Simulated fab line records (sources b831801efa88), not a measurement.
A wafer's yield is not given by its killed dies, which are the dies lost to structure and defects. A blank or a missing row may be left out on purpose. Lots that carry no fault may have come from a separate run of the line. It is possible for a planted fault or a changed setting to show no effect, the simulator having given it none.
Struck lot and sound lot, side by side / flow sky130 / 17 out of 708 route steps
Sound: the wafers L438.1, L438.3, L438.6. Wafers L444.2, L444.3, L444.6 were the ones struck. At the end, the cause is stated.
Each step with rows lists, per side, the tool, then ch with its chambers, then its first start. Under that, the readings that differ: sound wafers / struck wafers / difference of the means / sigmas: that difference in standard deviations of wafers without a fault.
alike: a reading whose means differ by less than 2 such deviations, as well as words and numbers matching on both sides. not compared: withheld readings; readings where some wafer has no value; bounds like >300 that might hide an equal value; numbers whose values overlap and for which the record gives no deviation.
A row with sigmas, a row that says differs or no value, or rows on one side alone: a step with any of these is where the two part. When numbers do not overlap yet have no deviation, they are printed without sigmas and do not part them. A reading that every wafer of one side lacks parts them only if that side has two wafers or more.

first, 1 step without rows for these wafers: SKY_VT_ADJUST_LVTN_IMPLANT_19.
SKY_VT_ADJUST_LVTN_STRIP_20: strips in O2/N2.
  sound on plasma_asher-04 ch 0,1, day 10 06:01; struck on plasma_asher-03 ch 0,1, day 12 00:55
reading=drypump_motor_current_A (A); sound=6.21 6.21 6.09; struck=5.55 5.59 5.59; difference=-0.59; sigmas=-2
  alike: chamber_pressure_mTorr, oes_product_au, strip_time_to_endpoint_s
  not compared: rf_hours_counter_h
SKY_VT_ADJUST_LVTN_TW_MEAS_21:
  struck on film_metro-01, day 12 01:02; sound on film_metro-03, day 10 06:07
reading=VT_ADJUST_LVTN_2_TW; sound=190.0 190.2 189.7; struck=185.1 186.0 185.2; difference=-4.5; sigmas=-2
then, 7 steps without rows for these wafers: SKY_VT_ADJUST_NCORE_DEHYDRATE_00 (time 60 s); SKY_VT_ADJUST_NCORE_HMDS_01 (prime time 60 s); SKY_VT_ADJUST_NCORE_COAT_02 (resist thk 1140 nm); SKY_VT_ADJUST_NCORE_SOFTBAKE_03 (time 60 s); SKY_VT_ADJUST_NCORE_EXPOSE_04 (exposes mask LVTN COMPLEMENT THIN, target cd 380 nm); SKY_VT_ADJUST_NCORE_PEB_05; SKY_VT_ADJUST_NCORE_DEVELOP_06 (develop time 60 s).
SKY_VT_ADJUST_NCORE_CD_MEAS_07 targets a cd of 380 nm.
  struck on cd_sem-01, day 13 01:31; sound on cd_sem-02, day 11 03:38
  alike: cd_nm
SKY_VT_ADJUST_NCORE_OVL_MEAS_08:
  struck on overlay-02, day 13 01:37; sound on overlay-01, day 11 03:46
  alike: VT_ADJUST_NCORE_OVL
SKY_VT_ADJUST_NCORE_IMPLANT_09:
  sound on implanter-04 ch 0, day 11 03:48; struck on implanter-04 ch 0, day 13 01:40
reading=dose_ions_cm2; sound=2.3976e+12 2.3968e+12 2.3953e+12; struck=1.7177e+12 1.7163e+12 1.7123e+12; difference=-6.8113e+11; sigmas=-99 or more
reading=faraday_current_uA; sound=13.76 13.20 13.77; struck=9.82 10.10 9.77; difference=-3.68; sigmas=-14
  alike: end_station_pressure_torr
SKY_VT_ADJUST_NCORE_STRIP_10: strips in O2/N2.
  sound on plasma_asher-04 ch 0,1, day 11 03:57; struck on plasma_asher-04 ch 0,1, day 13 01:48
  alike: chamber_pressure_mTorr, drypump_motor_current_A, oes_product_au, strip_time_to_endpoint_s
  not compared: rf_hours_counter_h
SKY_VT_ADJUST_NCORE_TW_MEAS_11:
  struck on film_metro-03, day 13 01:55; sound on film_metro-03, day 11 04:02
reading=VT_ADJUST_NCORE_TW; sound=219.7 219.2 220.0; struck=201.1 200.9 200.9; difference=-18.7; sigmas=-7
then, 1 step without rows for these wafers: SKY_VT_ADJUST_HVTR_DEHYDRATE_00 (time 60 s).
-- here the record skips 36 days between the struck wafers' starts before and after, leaving off in module VT_ADJUST_HVTR and picking up in module PAD_OPEN (first step shown: number 708 of the route) --
SKY_PAD_OPEN_PROBE_99:
  struck on prober-02, day 49 09:37; sound on prober-01, day 48 03:22
reading=model.etest.nfet_16v.r_on_ohm_um; sound=1.445e+04 1.436e+04 1.44e+04; struck=1.291e+04 1.298e+04 1.297e+04; difference=-1.450e+03; sigmas=
reading=model.etest.pfet_16v.r_on_ohm_um; sound=1.492e+04 1.53e+04 1.504e+04; struck=1.58e+04 1.558e+04 1.585e+04; difference=+6.57e+02; sigmas=
reading=model.etest.pfet_g5v0d10v5.r_on_ohm_um; sound=4834 4742 4789; struck=5023 4987 5047; difference=+231; sigmas=
reading=model.etest.tip_p.rs_ohm_sq; sound=6903 6914 6931; struck=7069 7052 7079; difference=+151; sigmas=
reading=model.etest.pfet_01v8.r_on_ohm_um; sound=2975 2961 2978; struck=2983 3047 3056; difference=+57; sigmas=
reading=model.etest.res_pwell_under_gate.rs_ohm_sq; sound=2311 2318 2290; struck=2354 2366 2374; difference=+58; sigmas=
reading=model.etest.nfet_g5v0d10v5.r_on_ohm_um; sound=1911 1880 1908; struck=1787 1777 1815; difference=-107; sigmas=
reading=model.etest.tip_p_5v.rs_ohm_sq; sound=2859 2848 2847; struck=2902 2888 2870; difference=+35; sigmas=
  alike: killed_at_M0_to_M3, killed_at_M4_up, killed_at_contacts, killed_at_front_end, killed_at_other, killed_dies, killed_on_rim, killed_open, killed_short

## WHERE THEY PART
At SKY_VT_ADJUST_LVTN_STRIP_20 first; at SKY_VT_ADJUST_NCORE_TW_MEAS_11 last (within this record only). Later steps at which nothing parts them and some readings are alike: SKY_PAD_OPEN_PROBE_99.

WHY: what had been put in by the simulator
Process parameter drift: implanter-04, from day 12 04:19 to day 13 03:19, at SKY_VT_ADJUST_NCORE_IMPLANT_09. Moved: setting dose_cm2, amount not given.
